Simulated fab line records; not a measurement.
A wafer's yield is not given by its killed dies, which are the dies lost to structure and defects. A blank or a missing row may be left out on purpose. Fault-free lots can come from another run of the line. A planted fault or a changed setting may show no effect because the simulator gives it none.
What tool caused it? ; flow sky130 ; 13 lots with 39 wafers sampled at 4 steps, on a route of 708 steps

## WHAT THE GAUGES SHOWED, per wafer
SKY_VT_ADJUST_PCH_TW_MEAS_10. Usual: for VT_ADJUST_PCH_TW the level is 141.6 and the standard deviation is 1.1.
lot;measured;on;VT_ADJUST_PCH_TW;flag
L814;day 10 15:01;film metro-02;141.2 141.4 141.5;
L822;day 12 19:52;film metro-03;141.7 142.5 141.8;
L825;day 14 02:02;film metro-01;140.9 140.9 140.5;
L826;day 14 07:51;film metro-03;144.5 144.4 144.4;
L827;day 14 16:55;film metro-01;140.7 141.1 140.9;
L828;day 14 22:20;film metro-01;140.7 140.5 141.0;
L829;day 15 13:40;film metro-03;142.2 142.9 143.3;
L830;day 15 17:23;film metro-03;142.6 142.0 142.8;
L831;day 15 22:44;film metro-03;142.5 144.0 142.2;
L833;day 16 11:35;film metro-02;140.9 140.3 141.7;
L834;day 17 09:14;film metro-03;142.8 142.3 143.0;
L835;day 17 08:53;film metro-01;139.8 140.2 138.9;
L836;day 17 21:31;film metro-02;141.3 141.0 141.1;

SKY_SONOS_TUNNEL_OVL_MEAS_08. Usual: for SONOS_TUNNEL_OVL the level is -1.0 nm and the standard deviation is 1.2.
lot;measured;on;SONOS_TUNNEL_OVL (nm);flag
L814;day 11 13:43;overlay-02;-2.8 -3.2 -2.7;
L822;day 13 20:54;overlay-01;0.1 1.3 -0.3;
L825;day 15 04:28;overlay-01;-1.0 -2.0 -1.9;
L826;day 15 10:55;overlay-02;-1.4 -1.1 -1.0;
L827;day 15 20:48;overlay-02;0.4 0.9 0.3;
L828;day 16 02:01;overlay-01;-0.6 -0.5 -0.9;
L829;day 16 17:45;overlay-02;-1.4 -2.7 -2.4;
L830;day 16 21:06;overlay-02;-0.6 -1.9 -0.3;
L831;day 17 03:03;overlay-02;-1.5 -0.7 -1.2;
L833;day 17 16:46;overlay-01;-1.6 -0.6 -2.4;
L834;day 18 14:51;overlay-02;0.1 -1.5 0.2;
L835;day 18 14:33;overlay-02;-2.1 -2.8 -3.0;
L836;day 19 04:00;overlay-01;-1.4 -1.5 0.4;

## EACH LOT AND THE TOOL THAT RAN IT (in order: tool; ch and the chambers of the sampled wafers; start)
lot;SKY_FIELD_ISO_STRIP_16;SKY_PWDE_EXPOSE_04
L814;plasma asher-02 ch 0,1, day 2 13:32;iline stepper-01 ch 0, day 3 19:55
L822;plasma asher-02 ch 0,1, day 4 02:40;iline stepper-01 ch 0, day 5 10:49
L825;plasma asher-04 ch 0,1, day 4 18:28;iline stepper-01 ch 0, day 6 07:39
L826;plasma asher-02 ch 0,1, day 5 00:44;iline stepper-02 ch 0, day 6 11:35
L827;plasma asher-02 ch 1, day 5 05:24;iline stepper-01 ch 0, day 6 18:13
L828;plasma asher-04 ch 0,1, day 5 10:19;iline stepper-02 ch 0, day 6 22:41
L829;plasma asher-03 ch 0,1, day 5 15:38;iline stepper-02 ch 0, day 7 06:29
L830;plasma asher-04 ch 0,1, day 5 22:13;iline stepper-01 ch 0, day 7 11:58
L831;plasma asher-03 ch 0,1, day 6 02:28;iline stepper-02 ch 0, day 7 15:49
L833;plasma asher-02 ch 0,1, day 6 13:44;iline stepper-02 ch 0, day 8 02:02
L834;plasma asher-04 ch 0,1, day 7 02:24;iline stepper-01 ch 0, day 8 15:35
L835;plasma asher-02 ch 0,1, day 7 03:25;iline stepper-01 ch 0, day 8 15:05
L836;plasma asher-02 ch 0,1, day 7 05:06;iline stepper-01 ch 0, day 8 23:17
- SKY_FIELD_ISO_STRIP_16: strips in O2/N2.
- SKY_PWDE_EXPOSE_04: exposes mask PWDEM, target cd 840 nm.

## WHAT THE TOOLS THEMSELVES READ (means of the sampled wafers that have a number; where no wafer has one, the mark that the record gives instead)
SKY_FIELD_ISO_STRIP_16. Usual: drypump motor current A 5.52 A, standard deviation 0.3; oes product au 0.377 a.u., standard deviation 0.0049; strip time to endpoint s 3.54 s, standard deviation 0.039.
lot;tool;drypump motor current A (A);oes product au (a.u.);strip time to endpoint s (s);flag
L814;plasma asher-02;5.62;0.375;3.54;
L822;plasma asher-02;5.64;0.377;3.55;
L825;plasma asher-04;5.08;0.377;3.54;
L826;plasma asher-02;5.65;0.373;3.53;
L827;plasma asher-02;5.62;0.382;3.55;
L828;plasma asher-04;5.26;0.380;3.57;
L829;plasma asher-03;5.66;0.374;3.54;
L830;plasma asher-04;5.26;0.381;3.55;
L831;plasma asher-03;5.77;0.382;3.55;
L833;plasma asher-02;5.64;0.378;3.54;
L834;plasma asher-04;5.07;0.378;3.56;
L835;plasma asher-02;5.64;0.379;3.54;
L836;plasma asher-02;5.64;0.383;3.55;

## THE ANSWER, worked out from the rows above alone
Rule: take the mean of a lot's wafers that have a number; if it is more than 3 standard deviations from the usual mean, the lot is off. A lot without any number at a reading at which 4 lots or more have one is off too. Any other lot the step has rows for is counted as sound. After the gauges, taken in route order, come the tools' own readings; for these a lot's mean is taken, as printed above. At the first step where some lot is off, the reading lying furthest off is the one used; lots without a number count as furthest.
None of the lots is off at any reading shown; this tells nothing.

## WHAT THE SIMULATOR PUT IN
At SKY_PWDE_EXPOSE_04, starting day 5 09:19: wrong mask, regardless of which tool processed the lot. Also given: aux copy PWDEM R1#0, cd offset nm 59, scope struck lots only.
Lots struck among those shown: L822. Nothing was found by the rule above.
